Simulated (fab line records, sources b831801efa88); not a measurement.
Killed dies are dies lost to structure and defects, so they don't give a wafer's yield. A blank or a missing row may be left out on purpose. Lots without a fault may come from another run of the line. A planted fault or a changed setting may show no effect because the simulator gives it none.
fab line records | flow sky130 | part 2 of 2: steps 29 to 40 of 40
record lots=5 wafers=15 last_day=50
route steps=708 shown SD_N@356 SD_P@359 RES_XHIGH@360 SALICIDE@361 LI_CONTACT@362 LOCAL_INTERCONNECT@387
lots that met no fault: from a run of the same line without faults
start_h: hours from the record's first day to the start of the lot's first wafer shown | wait_h: hours since the lot's step before | " the same as in the row above | L1.1+2: a row that stands for several wafers | - no value, or no start given | * or withheld: withheld | < > ~ a bound
route shown NAME@n: a module of which the file shows steps, and the number in the route of the first | usual: mean/standard deviation of fault-free wafers | same: alike in all rows | chamber/n: place in a boat | sites: the reading at each site | _std_site: their standard deviation | _edge_site: outer sites' mean less inner sites' | radius_mm: how far each site lies from the wafer's centre | mask NAME#n: copy n | behind: the tool/chamber that last shaped the wafer | hold: why the lot was held/for how many hours/how that ended | device: the transistor (n, p or np) that didn't switch | end of line: the same wafers' tests at the end of the route | a step without rows: its recipe alone | killed: dies lost to structure and defects at the first sort, not the wafer's yield | map: a wafer's dies, x killed, . not, _ none there
set.NAME: the setting as run; set.NAME@STEP: as run at that earlier step | model.NAME: the simulator's own value behind a step, which no gauge read
lots at some steps of the route; a table a step, a row a wafer
services: from which hour (start_h, from the record's first day; less than 0 if before it) a tool's chamber was out of use, for how many hours, and why
## steps
# step SKY_LI_CONTACT_THK_MEAS_23
# recipe thk_meas_gauge=xrf reads=W_of_LI_CONTACT_CVD_21
# usual LI_CONTACT_W_THK=400/5.8
# columns lot.wafer tool chamber start_h wait_h LI_CONTACT_W_THK[nm]
L084.1 film_metro-03 - 765.31 0.1 404
L084.2 " - " " 406
L084.3 " - " " 405
L088.3 film_metro-03 - 790.07 0.1 403
L088.4 " - " " 399
L088.6 " - " " 405
L089.2 film_metro-03 - 793.01 0.1 407
L089.3 " - " " 401
L089.4 " - " " 395
L092.3 film_metro-04 - 819.99 0.1 405
L092.4 " - " " 389
L092.5 " - " " 395
L095.1 film_metro-04 - 840.40 0.1 389
L095.2 " - " " 400
L095.6 " - " " 394
# step SKY_LI_CONTACT_CMP_24
# recipe stop_on=PSG t_overpolish_s=20 down_force_psi=3.5 platen_rpm=60 target_thk_nm=0 pad_velocity_m_s=0.94248
# usual motor_current_A=11.2/1.2 overpolish_run_s=20.001/0.0092 platen_rpm=59.99/0.04 time_to_endpoint_s=98/4
# columns lot.wafer tool chamber start_h wait_h motor_current_A overpolish_run_s platen_rpm time_to_endpoint_s
L084.2 cmp-02 0 765.37 0.0 10.7 19.982 60.00 99
L084.3 " 1 " " 11.5 20.017 60.04 96
L084.1 " 2 " " 12.1 20.000 60.05 98
L088.4 cmp-02 0 790.11 0.0 10.5 20.018 59.99 104
L088.3 " 2 " " 11.6 19.995 59.96 102
L088.6 " 1 " " 11.0 20.011 60.01 102
L089.3 cmp-02 3 793.06 0.0 9.3 20.007 60.00 107
L089.2 " 1 " " 11.6 19.991 60.04 102
L089.4 " 2 " " 11.3 20.002 60.00 98
L092.3 cmp-01 2 820.03 0.0 11.3 20.000 60.00 97
L092.4 " 3 " " 12.3 19.993 60.02 103
L092.5 " 2 " " 10.5 19.988 60.01 93
L095.2 cmp-01 3 840.46 0.0 13.1 20.000 59.98 104
L095.1 " 1 " " 12.8 20.014 60.01 99
L095.6 " 3 " " 14.0 20.003 59.95 99
# step SKY_LOCAL_INTERCONNECT_SPUTTER_00
# recipe material=TiN target_thk_nm=100 temp_c=300 power_w=6500 time_s=83.3 chamber_pressure_pa=0.4
# usual cathode_dc_power_W=6500.0/1.2 chamber_pressure_pa=0.4001/0.00077 throttle_valve_pct=30.2/0.88
# columns lot.wafer tool chamber start_h wait_h cathode_dc_power_W chamber_pressure_pa throttle_valve_pct
L084.1 pvd_sputter-03 - 765.67 0.1 6499.4 0.4013 29.3
L084.2 " - " " 6498.7 0.4001 29.0
L084.3 " - " " 6499.2 0.4002 29.6
L088.3 pvd_sputter-01 - 790.41 0.1 6500.0 0.3992 31.3
L088.4 " - " " 6498.9 0.3994 30.7
L088.6 " - " " 6501.0 0.3985 32.1
L089.2 pvd_sputter-02 - 793.36 0.1 6501.3 0.3996 29.5
L089.3 " - " " 6498.5 0.4001 29.9
L089.4 " - " " 6500.1 0.4000 30.9
L092.3 pvd_sputter-02 - 820.33 0.2 6498.2 0.4001 30.3
L092.4 " - " " 6498.2 0.3997 29.6
L092.5 " - " " 6501.8 0.4006 30.0
L095.1 pvd_sputter-02 - 840.76 0.1 6500.1 0.4016 29.4
L095.2 " - " " 6501.8 0.4019 30.8
L095.6 " - " " 6499.7 0.4007 30.9
# step SKY_LOCAL_INTERCONNECT_RS_MEAS_01
# recipe thk_meas_gauge=four-point-probe reads=TiN_of_LOCAL_INTERCONNECT_SPUTTER_00
# usual LOCAL_INTERCONNECT_TIN_RS=14.17/0.17
# columns lot.wafer tool chamber start_h wait_h LOCAL_INTERCONNECT_TIN_RS[ohm/sq]
L084.1 film_metro-03 - 765.74 0.0 14.20
L084.2 " - " " 14.28
L084.3 " - " " 14.05
L088.3 film_metro-04 - 790.51 0.1 13.90
L088.4 " - " " 13.78
L088.6 " - " " 13.89
L089.2 film_metro-01 - 793.44 0.1 13.98
L089.3 " - " " 14.13
L089.4 " - " " 14.16
L092.3 film_metro-01 - 820.43 0.1 14.36
L092.4 " - " " 14.16
L092.5 " - " " 14.29
L095.1 film_metro-03 - 840.82 0.0 14.17
L095.2 " - " " 14.41
L095.6 " - " " 14.25
# step SKY_LOCAL_INTERCONNECT_THK_MEAS_02
# recipe thk_meas_gauge=xrf reads=TiN_of_LOCAL_INTERCONNECT_SPUTTER_00
# usual LOCAL_INTERCONNECT_TIN_THK=99.3/1.2
# columns lot.wafer tool chamber start_h wait_h LOCAL_INTERCONNECT_TIN_THK[nm]
L084.1 film_metro-03 - 765.86 0.1 98.5
L084.2 " - " " 98.0
L084.3 " - " " 99.3
L088.3 film_metro-04 - 790.61 0.1 99.9
L088.4 " - " " 101.2
L088.6 " - " " 100.8
L089.2 film_metro-01 - 793.55 0.1 100.5
L089.3 " - " " 99.9
L089.4 " - " " 99.7
L092.3 film_metro-01 - 820.53 0.1 98.2
L092.4 " - " " 99.7
L092.5 " - " " 98.2
L095.1 film_metro-03 - 840.94 0.1 99.4
L095.2 " - " " 98.2
L095.6 " - " " 98.9
# step SKY_LOCAL_INTERCONNECT_DEHYDRATE_03
# recipe temp_c=200 time_s=60
# columns lot.wafer tool chamber start_h wait_h
L084.1+2+3 litho_track-04 0 778.39 12.5
L088.3+4+6 litho_track-03 0 803.19 12.6
L089.2+3+4 litho_track-03 0 806.07 12.5
L092.3+4+5 litho_track-02 0 832.95 12.4
L095.1+2+6 litho_track-03 0 853.29 12.3
# step SKY_LOCAL_INTERCONNECT_HMDS_04
# recipe prime_time_s=60 prime_temp_c=120
# columns lot.wafer tool chamber start_h wait_h
L084.1+2+3 litho_track-04 0 778.54 0.1
L088.3+4+6 litho_track-03 0 803.34 0.1
L089.2+3+4 litho_track-03 0 806.22 0.1
L092.3+4+5 litho_track-02 0 833.10 0.1
L095.1+2+6 litho_track-03 0 853.44 0.1
# step SKY_LOCAL_INTERCONNECT_COAT_05
# recipe resist=BARC temp_c=withheld time_s=withheld spin_rpm=3000 resist_thk_nm=59.36
# columns lot.wafer tool chamber start_h wait_h
L084.1+2+3 litho_track-04 0 778.69 0.1
L088.3+4+6 litho_track-03 0 803.49 0.1
L089.2+3+4 litho_track-03 0 806.37 0.1
L092.3+4+5 litho_track-02 0 833.25 0.1
L095.1+2+6 litho_track-03 0 853.59 0.1
# step SKY_LOCAL_INTERCONNECT_COAT_06
# recipe resist=KrF-thick spin_rpm=3000 resist_thk_nm=450
# columns lot.wafer tool chamber start_h wait_h
L084.1+2+3 litho_track-04 0 - -
L088.3+4+6 litho_track-03 0 - -
L089.2+3+4 litho_track-03 0 - -
L092.3+4+5 litho_track-02 0 - -
L095.1+2+6 litho_track-03 0 - -
# step SKY_LOCAL_INTERCONNECT_SOFTBAKE_07
# recipe temp_c=100 time_s=90 resist=KrF-thick
# columns lot.wafer tool chamber start_h wait_h
L084.1+2+3 litho_track-04 0 - -
L088.3+4+6 litho_track-03 0 - -
L089.2+3+4 litho_track-03 0 - -
L092.3+4+5 litho_track-02 0 - -
L095.1+2+6 litho_track-03 0 - -
# step SKY_LOCAL_INTERCONNECT_EXPOSE_08
# recipe mask_id=LI1M na=0.8 source_shape=annular sigma_inner=0.55 sigma_outer=0.85 target_cd_nm=170 dose_mj=28
# columns lot.wafer tool chamber start_h wait_h mask
L084.1+2+3 krf_scanner-02 0 - - LI1M#0
L088.3+4+6 krf_scanner-02 0 - - LI1M#0
L089.2+3+4 krf_scanner-02 0 - - LI1M#0
L092.3+4+5 krf_scanner-02 0 - - LI1M#0
L095.1+2+6 krf_scanner-01 0 - - LI1M#0
# step SKY_LOCAL_INTERCONNECT_PEB_09
# recipe peb_temp_c=withheld peb_time_s=withheld resist=KrF-thick
# columns lot.wafer tool chamber start_h wait_h
L084.1+2+3 litho_track-04 0 - -
L088.3+4+6 litho_track-04 0 - -
L089.2+3+4 litho_track-03 0 - -
L092.3+4+5 litho_track-04 0 - -
L095.1+2+6 litho_track-03 0 - -
## services
# columns tool chamber start_h hours kind
cmp-01 - 720.61 3.9 repair
krf_scanner-02 - 732.84 1.5 repair
krf_scanner-01 - 736.69 1.3 repair
krf_scanner-02 - 738.04 4.4 pm
pvd_sputter-04 - 743.89 18.3 repair
cmp-02 - 744.00 4.0 pm
wet_bench-03 - 748.49 1.9 pm
pvd_sputter-03 - 753.47 11.7 repair
krf_scanner-01 - 757.46 1.3 pm
krf_scanner-02 - 760.51 0.8 pm
rie_diel-04 2 767.37 5.5 repair
cmp-02 - 769.91 0.8 repair
pvd_sputter-04 - 770.24 3.4 repair
cmp-02 - 780.19 1.7 repair
krf_scanner-02 - 784.96 0.3 repair
rie_diel-03 - 805.48 0.4 repair
krf_scanner-02 - 808.52 1.0 pm
krf_scanner-02 - 817.11 1.3 pm
rie_diel-04 3 820.54 7.2 repair
pvd_sputter-04 - 836.84 2.4 repair
krf_scanner-01 - 840.22 0.6 repair
krf_scanner-02 - 842.07 0.5 repair
cmp-01 - 849.54 1.2 repair
krf_scanner-01 - 859.91 0.8 pm
